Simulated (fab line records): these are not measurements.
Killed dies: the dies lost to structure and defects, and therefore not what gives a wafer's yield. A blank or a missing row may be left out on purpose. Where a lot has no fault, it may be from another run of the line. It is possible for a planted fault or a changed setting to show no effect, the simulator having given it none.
fab line records	flow gf180mcu
[record] lots = 13	wafers = 38	last-day = 34
route steps=602 shown STI@1 NWELL@51
lots that met no fault: taken from a fault-free run of the same line
start-h: hours from the record's opening day to when the first of the lot's shown wafers began	wait-h: hours since the lot's step before	" as in the row above	L1.1+2: one row covering several wafers at once	- no value, or no start given	* or withheld: withheld	< > ~ a bound
route shown NAME@n: NAME is a module with steps in the file, n the number in the route of the first one	usual: the fault-free wafers' mean and standard deviation	same: alike in all rows	chamber/n: place in a boat	sites: the reading at each site	_std_site: the standard deviation of these	_edge_site: inner sites' mean taken away from outer sites' mean	radius-mm: how far each site lies from the wafer's centre	mask NAME#n: copy n	behind: the most recent tool/chamber to have shaped the wafer	hold: reason for holding the lot/hours on hold/outcome of the hold	device: which transistor (n, p or np) failed to switch	end of line: at the end of the route, the tests of the same wafers	where a step has no rows: the recipe by itself	killed: dies that structure and defects cost at the first sort, which is not the same as the wafer's yield	map: per-die view of a wafer (x killed, . not killed, _ where there is no die)
set.NAME: the run value of the setting; set.NAME@STEP: its run value at that earlier step	model.NAME: the simulator's own value behind a step, which no gauge read
a sample of lots followed through the steps of the route, with each step as a table and each wafer as a row
services: from which hour (start-h, from the record's first day; less than 0 if before it) a tool's chamber was out of use, for how many hours, and why
[[steps]]
[step GF_STI_BOW_MEAS_00]
[recipe] mode = bow
[usual] INCOMING_BOW = 0/6.2
lot.wafer	tool	chamber	start-h	wait-h	INCOMING_BOW[um]
L757.3	film-metro-03	-	15.04	-	-3
L757.4	"	-	"	"	-10
L757.5	"	-	"	"	3
L758.1	film-metro-01	-	20.00	-	1
L758.3	"	-	"	"	2
L758.6	"	-	"	"	7
L759.1	film-metro-01	-	25.00	-	7
L759.5	"	-	"	"	-6
L759.6	"	-	"	"	0
L760.1	film-metro-02	-	30.00	-	-3
L760.3	"	-	"	"	10
L760.4	"	-	"	"	-6
L761.1	film-metro-01	-	35.00	-	0
L761.3	"	-	"	"	7
L761.5	"	-	"	"	-12
L763.3	film-metro-02	-	45.04	-	8
L763.4	"	-	"	"	0
L763.5	"	-	"	"	5
L770.4	film-metro-03	-	80.06	-	3
L770.5	"	-	"	"	-4
L773.4	film-metro-01	-	95.06	-	1
L773.5	"	-	"	"	-1
L773.6	"	-	"	"	-5
L774.1	film-metro-02	-	100.00	-	-3
L774.2	"	-	"	"	0
L774.3	"	-	"	"	8
L775.2	film-metro-02	-	105.02	-	-2
L775.5	"	-	"	"	-2
L775.6	"	-	"	"	2
L776.2	film-metro-02	-	110.02	-	0
L776.4	"	-	"	"	-12
L776.6	"	-	"	"	2
L777.4	film-metro-02	-	115.06	-	3
L777.5	"	-	"	"	1
L777.6	"	-	"	"	-12
L778.1	film-metro-02	-	120.00	-	-2
L778.3	"	-	"	"	11
L778.6	"	-	"	"	-6
[step GF_STI_THK_MEAS_04]
[recipe] reads = Si3N4_of_STI_CVD_03
[usual] STI_CVD_03_THK = 207.3/1.9
lot.wafer	tool	chamber	start-h	wait-h	STI_CVD_03_THK[nm]
L757.3	film-metro-02	-	19.48	0.0	207.5
L757.4	"	-	"	"	208.6
L757.5	"	-	"	"	207.0
L758.1	film-metro-01	-	24.47	0.0	205.3
L758.3	"	-	"	"	206.2
L758.6	"	-	"	"	205.9
L759.1	film-metro-03	-	29.55	0.0	204.8
L759.5	"	-	"	"	207.2
L759.6	"	-	"	"	204.7
L760.1	film-metro-03	-	33.90	0.0	209.1
L760.3	"	-	"	"	208.4
L760.4	"	-	"	"	208.9
L761.1	film-metro-01	-	39.34	0.0	206.5
L761.3	"	-	"	"	206.4
L761.5	"	-	"	"	206.2
L763.3	film-metro-01	-	49.37	0.0	206.8
L763.4	"	-	"	"	205.8
L763.5	"	-	"	"	203.3
L770.4	film-metro-02	-	83.59	0.0	207.5
L770.5	"	-	"	"	208.7
L773.4	film-metro-01	-	99.58	0.0	209.3
L773.5	"	-	"	"	209.8
L773.6	"	-	"	"	210.5
L774.1	film-metro-02	-	103.56	0.0	205.4
L774.2	"	-	"	"	205.0
L774.3	"	-	"	"	207.0
L775.2	film-metro-02	-	111.67	0.0	204.5
L775.5	"	-	"	"	205.4
L775.6	"	-	"	"	204.5
L776.2	film-metro-02	-	114.43	0.0	204.3
L776.4	"	-	"	"	204.9
L776.6	"	-	"	"	204.4
L777.4	film-metro-02	-	118.61	0.0	209.3
L777.5	"	-	"	"	208.0
L777.6	"	-	"	"	208.5
L778.1	film-metro-01	-	124.48	0.0	206.4
L778.3	"	-	"	"	207.0
L778.6	"	-	"	"	206.0
[step GF_STI_CMP_25]
[recipe] stop-on = Si3N4	t-overpolish-s = 33	down-force-psi = 4	platen-rpm = 60	target-thk-nm = 524.6	pad-velocity-m-s = 0.94248
[usual] motor-current-A = 11.6/1.4	overpolish-run-s = 33.001/0.0091	slurry-flow-ml-min = 150.1/0.44	time-to-endpoint-s = 121/3.5
lot.wafer	tool	chamber	start-h	wait-h	motor-current-A	overpolish-run-s	slurry-flow-ml-min	time-to-endpoint-s
L757.3	cmp-01	3	33.22	0.0	13.4	33.005	150.0	118
L757.4	"	2	"	"	12.6	33.004	149.7	121
L757.5	"	3	"	"	13.7	32.998	150.3	121
L758.1	cmp-01	2	38.67	0.1	12.3	33.000	149.0	126
L758.3	"	0	"	"	10.9	32.989	149.8	121
L758.6	"	2	"	"	12.7	32.996	149.8	124
L759.1	cmp-01	0	43.62	0.1	11.3	33.020	149.8	124
L759.6	"	0	"	"	11.7	32.997	150.1	123
L759.5	"	1	"	"	12.6	33.009	150.5	122
L760.3	cmp-01	3	48.63	0.0	14.5	32.999	149.6	120
L760.4	"	0	"	"	11.7	33.010	150.0	117
L760.1	"	2	"	"	13.0	33.000	150.2	119
L761.3	cmp-02	2	53.79	0.1	11.4	32.993	150.3	124
L761.1	"	3	"	"	11.3	33.002	149.3	122
L761.5	"	1	"	"	9.5	33.000	150.2	128
L763.4	cmp-01	3	63.57	0.0	13.6	33.006	150.8	123
L763.3	"	1	"	"	12.3	32.973	150.4	120
L763.5	"	3	"	"	15.2	32.998	150.5	123
L770.4	cmp-02	0	99.31	0.0	12.9	32.998	150.6	124
L770.5	"	0	"	"	12.3	33.010	150.3	124
L773.4	cmp-01	3	115.33	0.0	13.8	32.996	150.1	122
L773.6	"	3	"	"	13.7	32.989	149.7	122
L773.5	"	0	"	"	11.1	33.012	150.0	120
L774.2	cmp-02	3	118.52	0.1	10.7	33.013	150.1	122
L774.1	"	0	"	"	12.1	33.009	150.8	118
L774.3	"	1	"	"	9.6	33.000	150.2	118
L775.2	cmp-02	1	128.82	0.1	9.1	32.992	150.1	121
L775.5	"	3	"	"	10.3	32.991	150.5	122
L775.6	"	0	"	"	13.1	32.994	151.2	125
L776.4	cmp-02	3	130.97	0.1	11.7	32.983	150.3	119
L776.2	"	1	"	"	9.5	33.012	149.7	114
L776.6	"	2	"	"	11.1	33.005	149.8	114
L777.4	cmp-02	0	138.23	0.2	12.4	33.009	150.1	122
L777.6	"	1	"	"	9.5	33.005	149.8	122
L777.5	"	2	"	"	11.3	33.009	150.2	124
L778.3	cmp-02	2	141.38	0.1	10.4	33.009	149.7	117
L778.1	"	3	"	"	11.1	32.997	150.4	116
L778.6	"	1	"	"	9.3	33.003	150.6	118
[step GF_NWELL_IMPLANT_09]
[recipe] species = P	energy-kev = 160	dose-cm2 = 4e+12	tilt-deg = 0
[usual] beam-on-s = 9.99/0.22	dose-ions-cm2 = 4e+12/5.1e+09	faraday-current-uA = 22.6/0.5
lot.wafer	tool	chamber	start-h	wait-h	beam-on-s	dose-ions-cm2	faraday-current-uA
L757.3	implanter-04	0	61.67	0.1	10.34	3.992e+12	21.8
L757.4	"	0	"	"	9.70	4.006e+12	23.3
L757.5	"	0	"	"	9.87	3.994e+12	22.8
L758.1	implanter-02	0	66.67	0.1	9.84	4.004e+12	22.9
L758.3	"	0	"	"	9.50	4e+12	23.7
L758.6	"	0	"	"	9.79	3.999e+12	23.0
L759.1	implanter-02	0	72.07	0.1	9.97	3.998e+12	22.7
L759.5	"	0	"	"	10.19	4.006e+12	22.2
L759.6	"	0	"	"	9.83	4.007e+12	23.0
L760.1	implanter-04	0	76.83	0.1	9.74	4.007e+12	23.2
L760.3	"	0	"	"	10.30	3.993e+12	22.0
L760.4	"	0	"	"	10.50	3.997e+12	21.5
L761.1	implanter-03	0	84.28	0.1	9.80	4.004e+12	23.1
L761.3	"	0	"	"	10.18	3.998e+12	22.1
L761.5	"	0	"	"	9.56	3.997e+12	23.6
L763.3	implanter-02	0	93.88	0.1	9.88	4e+12	22.8
L763.4	"	0	"	"	9.95	3.995e+12	22.6
L763.5	"	0	"	"	10.33	4.002e+12	21.9
L770.4	implanter-02	0	130.99	0.1	10.07	4.002e+12	22.5
L770.5	"	0	"	"	11.03	4.003e+12	20.4
L773.4	implanter-04	0	147.94	0.1	10.49	4e+12	21.3
L773.5	"	0	"	"	10.31	4.003e+12	21.8
L773.6	"	0	"	"	9.58	4.004e+12	23.5
L774.1	implanter-04	0	150.12	0.1	9.84	3.993e+12	22.9
L774.2	"	0	"	"	10.17	3.995e+12	22.2
L774.3	"	0	"	"	9.62	3.994e+12	23.2
L775.2	implanter-04	0	162.73	0.1	9.71	4.001e+12	23.3
L775.5	"	0	"	"	9.84	4.001e+12	23.0
L775.6	"	0	"	"	9.88	3.996e+12	22.8
L776.2	implanter-03	0	168.76	0.1	9.57	3.998e+12	23.5
L776.4	"	0	"	"	10.01	3.997e+12	22.4
L776.6	"	0	"	"	10.23	3.987e+12	22.0
L777.4	implanter-04	0	173.28	0.1	9.73	3.994e+12	23.2
L777.5	"	0	"	"	9.98	3.991e+12	22.7
L777.6	"	0	"	"	10.16	3.995e+12	22.3
L778.1	implanter-04	0	175.41	0.1	9.96	4.005e+12	22.6
L778.3	"	0	"	"	10.15	4.002e+12	22.2
L778.6	"	0	"	"	10.17	3.997e+12	22.3
[step GF_VT_IMPLANT_RS_MEAS_47]
[recipe] thk-meas-gauge = four-point-probe
[usual] NWELL_RS = 487.6/1.6
lot.wafer	tool	chamber	start-h	wait-h	NWELL_RS[ohm/sq]
L757.3	film-metro-04	-	163.21	0.1	485.5
L757.4	"	-	"	"	485.1
L757.5	"	-	"	"	486.3
L758.1	film-metro-04	-	171.05	0.1	487.9
L758.3	"	-	"	"	488.0
L758.6	"	-	"	"	486.0
L759.1	film-metro-04	-	176.85	0.1	487.8
L759.5	"	-	"	"	487.4
L759.6	"	-	"	"	486.4
L760.1	film-metro-02	-	183.42	0.1	488.9
L760.3	"	-	"	"	490.0
L760.4	"	-	"	"	489.0
L761.1	film-metro-03	-	192.45	0.1	486.2
L761.3	"	-	"	"	487.6
L761.5	"	-	"	"	486.3
L763.3	film-metro-02	-	203.69	0.1	489.3
L763.4	"	-	"	"	488.3
L763.5	"	-	"	"	489.1
L770.4	film-metro-03	-	250.35	0.1	484.9
L770.5	"	-	"	"	477.5
L773.4	film-metro-03	-	270.62	0.1	486.5
L773.5	"	-	"	"	486.5
L773.6	"	-	"	"	486.7
L774.1	film-metro-03	-	275.24	0.1	489.1
L774.2	"	-	"	"	487.6
L774.3	"	-	"	"	489.9
L775.2	film-metro-02	-	289.73	0.1	486.5
L775.5	"	-	"	"	486.8
L775.6	"	-	"	"	488.8
L776.2	film-metro-04	-	296.36	0.1	487.5
L776.4	"	-	"	"	490.2
L776.6	"	-	"	"	488.6
L777.4	film-metro-03	-	304.47	0.1	487.4
L777.5	"	-	"	"	489.0
L777.6	"	-	"	"	488.3
L778.1	film-metro-03	-	305.02	0.1	484.2
L778.3	"	-	"	"	486.1
L778.6	"	-	"	"	484.9
[[services]]
tool	chamber	start-h	hours	kind
cmp-01	-	16.78	0.4	repair
implanter-04	-	47.54	3.0	pm
cmp-01	-	64.17	4.0	pm
cmp-01	-	68.17	-	consumable-replace:conditioner
cmp-01	-	68.17	-	consumable-replace:pad
cmp-02	-	101.24	1.7	repair
cmp-01	-	104.25	4.4	repair
cmp-01	-	106.16	2.9	repair
implanter-02	-	114.95	4.1	pm
implanter-03	-	123.46	16.2	repair
cmp-02	-	151.70	8.0	pm
implanter-02	-	161.32	2.3	repair
implanter-02	-	161.43	5.5	repair
cmp-01	-	164.99	0.8	repair
[[key]]
[first-sign] step = GF_NWELL_IMPLANT_09	reading = beam-on-s	direction = up	sigmas = 4.6	usual = 9.99	struck = 11.03
[effect] step = GF_NWELL_IMPLANT_09	reading = faraday-current-uA	direction = down	sigmas = 4.3	usual = 22.6	struck = 20.4
[effect] step = GF_VT_IMPLANT_RS_MEAS_47	reading = NWELL_RS	direction = down	sigmas = 6.5	usual = 487.6	struck = 477.5
met-at GF_NWELL_IMPLANT_09
struck-lots L770
struck-wafers L770.5
tester-left-out L770
not-acting-at GF_STI_BOW_MEAS_00,GF_STI_THK_MEAS_04,GF_STI_CMP_25
onset-between 93.88 130.99
[fault] kind = process-parameter-drift	tool = implanter-02	chamber = -	onset-h = 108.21	steps = GF_NWELL_IMPLANT_09	channel = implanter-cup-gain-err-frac	offset = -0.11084	shape = step	end-h = 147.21	scope = struck-wafers-only
// tester-left-out: of these lots the tester's yield and bins aren't shown, on N5 and GAA mostly nor the transistor test; their killed dies are dies lost to structure and defects alone, not to doping, threshold or leakage, so they don't give the yield
